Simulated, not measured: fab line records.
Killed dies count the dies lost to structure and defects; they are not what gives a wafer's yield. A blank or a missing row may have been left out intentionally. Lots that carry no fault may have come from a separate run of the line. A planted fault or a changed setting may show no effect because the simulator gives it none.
A single fault, viewed from 2 desks	flow gf180mcu	each desk holds nothing but its own numbers, with what lay behind them at the end

## DESK OF THE TOOL OWNER: krf-scanner-02
The tool's own readings at GF_V3_EXPOSE_11 (exposes mask Via3, target cd 260 nm): means of the sampled wafers that have a number, for each lot that ran on this tool. Any lot whose mean is over 4 standard deviations away from the usual mean is out of limits and marked OUT; that distance is given in the brackets.
Columns: A = exposure-dose-mJ-cm2 at GF_V3_EXPOSE_11, usual 37.99; B = focus-offset-nm at GF_V3_EXPOSE_11, usual -0.1 nm
lot	first seen here	A	B
L403	day 23 22:49	37.96	0.3
L411	day 26 13:03	37.98	0.4
L413	day 27 09:57	37.96	-1.0
L414	day 27 12:07	38.00	-0.1
L416	day 28 02:27	37.96	-0.1
L418	day 28 13:10	38.00	0.1
L417	day 28 15:19	37.98	0.1
L420	day 29 01:56	38.01	-0.5
L421	day 29 04:58	37.95	-0.4
Finding of this desk: none of the 9 lots has anything out of limits.

## THE METROLOGY DESK
Lot by lot, what the gauges showed, no matter which tool ran the lot: averages of those sampled wafers that carry a number. Any lot whose mean is over 4 standard deviations away from the usual mean is out of limits and marked OUT; that distance is given in the brackets.
Columns: A = V1_W_RS at GF_V1_RS_MEAS_24, usual 0.326 ohm/sq
lot	first seen here	A
L399	day 18 14:49	0.323
L401	day 19 08:20	0.327
L402	day 19 20:38	0.328
L403	day 20 07:04	0.327
L411	day 23 02:15	0.325
L412	day 23 20:43	0.321
L413	day 24 01:52	0.326
L414	day 24 04:04	0.326
L416	day 24 21:20	0.330
L418	day 25 09:11	0.321
L417	day 25 10:12	0.327
L419	day 25 21:47	0.330
L420	day 25 23:14	0.334
L421	day 26 02:22	0.329
Finding of this desk: none of the 14 lots has anything out of limits.

## ALL TOGETHER
Nothing out of limits was seen by the tool owner's desk.
From the metrology desk's view, nothing was out of limits.

## WHAT THE SIMULATOR HAD PUT IN
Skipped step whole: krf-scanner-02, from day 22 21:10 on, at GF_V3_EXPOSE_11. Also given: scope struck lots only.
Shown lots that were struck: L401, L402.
